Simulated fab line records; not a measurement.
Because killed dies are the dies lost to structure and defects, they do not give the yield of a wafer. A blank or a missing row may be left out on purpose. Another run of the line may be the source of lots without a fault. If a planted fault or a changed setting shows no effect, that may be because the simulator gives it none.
The tool behind it: which one?	flow gf180mcu	14 lots, 42 wafers sampled, at 2 steps of a route of 602

## WHAT THE GAUGES SHOWED, per wafer
GF_NSD_OVL_MEAS_08.
lot	measured	on	NSD_OVL (nm)
L626	day 13 01:29	overlay-01	0.9 2.1 1.8
L627	day 13 09:41	overlay-02	2.5 3.0 2.5
L629	day 15 00:40	overlay-02	2.2 2.5 1.5
L631	day 15 01:53	overlay-02	-0.7 -0.7 -0.1
L638	day 17 12:59	overlay-01	1.1 1.5 0.3
L639	day 17 23:05	overlay-01	-0.1 1.0 -0.7
L640	day 18 14:41	overlay-02	-1.3 -1.9 -2.8
L641	day 18 16:53	overlay-01	-0.7 1.0 1.0
L643	day 19 06:47	overlay-01	0.6 -0.6 0.0
L644	day 19 16:01	overlay-02	1.2 1.8 0.7
L645	day 20 00:41	overlay-01	0.1 0.9 0.6
L646	day 20 10:29	overlay-02	0.7 -0.8 0.3
L647	day 20 14:50	overlay-02	0.0 -0.7 0.9
L648	day 20 22:16	overlay-01	0.0 -0.5 0.9

GF_PSD_RS_MEAS_14: uses a four-point probe to measure.
lot	measured	on	NSD_RS (ohm/sq)
L626	day 13 22:18	film-metro-02	46.06 46.08 46.16
L627	day 14 07:07	film-metro-02	46.04 46.06 46.19
L629	day 15 23:38	film-metro-02	46.25 46.15 46.26
L631	day 16 00:42	film-metro-04	45.98 45.95 45.96
L638	day 18 12:36	film-metro-04	46.14 46.25 46.11
L639	day 18 22:41	film-metro-04	46.15 46.22 46.18
L640	day 19 14:46	film-metro-03	46.22 46.24 46.21
L641	day 19 16:53	film-metro-03	46.24 46.18 46.26
L643	day 20 07:44	film-metro-03	46.05 46.11 46.01
L644	day 20 16:35	film-metro-02	46.05 46.08 45.98
L645	day 21 00:49	film-metro-03	46.15 46.18 46.14
L646	day 21 10:55	film-metro-04	46.17 46.23 46.02
L647	day 21 14:34	film-metro-03	46.19 46.07 46.08
L648	day 21 22:52	film-metro-04	46.01 46.21 46.19

## WHICH TOOL RAN EACH LOT (tool, then ch and the chambers of the sampled wafers, then the start)
The record holds no process step before these readings.

## WHAT THE TOOLS THEMSELVES READ (means of the sampled wafers that have a number; where no wafer has one, the mark that the record gives instead)
The record holds no such reading with a usual standard deviation.

## THE ANSWER, worked out from the rows above alone
Rule: the usual values come from the lots themselves. Put in order of their means at a reading, lots are off if they are a third of the lots or fewer, leave a main group of 4 or more, and stand apart from it by a gap of 3 or more times the standard deviation of the main group's means; of several such gaps the widest counts. If all means in a main group match to the digits the tables above print for the reading, that group is not used. Also off: a lot with no number at a reading for which 4 or more lots have one. All remaining lots with rows at the step are treated as sound. The gauges are gone through in route order, then the tools' own readings, and for those a lot's mean is taken as printed above. The first step at which some lot is off is used, and at that step the reading that is off furthest; a lot without a number counts as furthest.
None of the lots is off at any reading shown; this tells nothing.

## WHAT THE SIMULATOR PUT IN
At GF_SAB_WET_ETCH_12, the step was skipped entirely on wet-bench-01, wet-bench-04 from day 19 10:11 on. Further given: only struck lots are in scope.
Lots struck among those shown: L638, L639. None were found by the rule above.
